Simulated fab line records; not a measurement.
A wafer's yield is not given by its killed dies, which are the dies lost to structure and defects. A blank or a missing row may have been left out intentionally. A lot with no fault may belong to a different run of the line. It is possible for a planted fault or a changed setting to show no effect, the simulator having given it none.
Matching of chambers || flow gf180mcu || 3 sister chambers for GF_CONTACT_CVD_02 on pecvd-03
The step deposits SiO2 from TEOS, target thk 860 nm, time 95.992 s. 3 wafers are shown with their chamber, then 7 later ones without.

WAFERS WITH THEIR CHAMBER
{"wafer": "L875.4", "chamber": 2, "heaterPowerW (W)": 722}
{"wafer": "L881.5", "chamber": 1, "heaterPowerW (W)": 566}
{"wafer": "L882.4", "chamber": 0, "heaterPowerW (W)": 675}

WAFERS WITHOUT THEIR CHAMBER
{"wafer": "L882.6", "heaterPowerW (W)": 475}
{"wafer": "L885.1", "heaterPowerW (W)": 601}
{"wafer": "L885.4", "heaterPowerW (W)": 598}
{"wafer": "L885.5", "heaterPowerW (W)": 664}
{"wafer": "L886.4", "heaterPowerW (W)": 473}
{"wafer": "L886.5", "heaterPowerW (W)": 588}
{"wafer": "L886.6", "heaterPowerW (W)": 527}

WHICH CHAMBER EACH ONE RAN IN
{"wafer": "L882.6", "from the rows above": "can't be placed: 1 or 0", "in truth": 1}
{"wafer": "L885.1", "from the rows above": "can't be placed: 1 or 0 or 2", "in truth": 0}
{"wafer": "L885.4", "from the rows above": "can't be placed: 1 or 0 or 2", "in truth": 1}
{"wafer": "L885.5", "from the rows above": "can't be placed: 0 or 2 or 1", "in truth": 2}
{"wafer": "L886.4", "from the rows above": "can't be placed: 1 or 0", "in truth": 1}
{"wafer": "L886.5", "from the rows above": "can't be placed: 1 or 0", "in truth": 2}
{"wafer": "L886.6", "from the rows above": "can't be placed: 1 or 0", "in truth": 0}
0 of 7 placed correctly. Can't be placed from these rows: 7 (the true chamber is among the candidates in 6). Number placed wrongly: 0.
How it was worked out, from the rows above alone: a wafer's distance from a chamber is the root of the sum, over the readings, of the square of ((its reading less the chamber's mean) divided by the reading's scatter). If the next closest chamber is less than 2 further off than the closest, the wafer can't be placed; otherwise it belongs to the closest. A chamber's mean is the mean of its shown wafers. The scatter: with one shown wafer a chamber, the root of the mean of the squares of how far each hidden wafer lies from its nearest shown one.
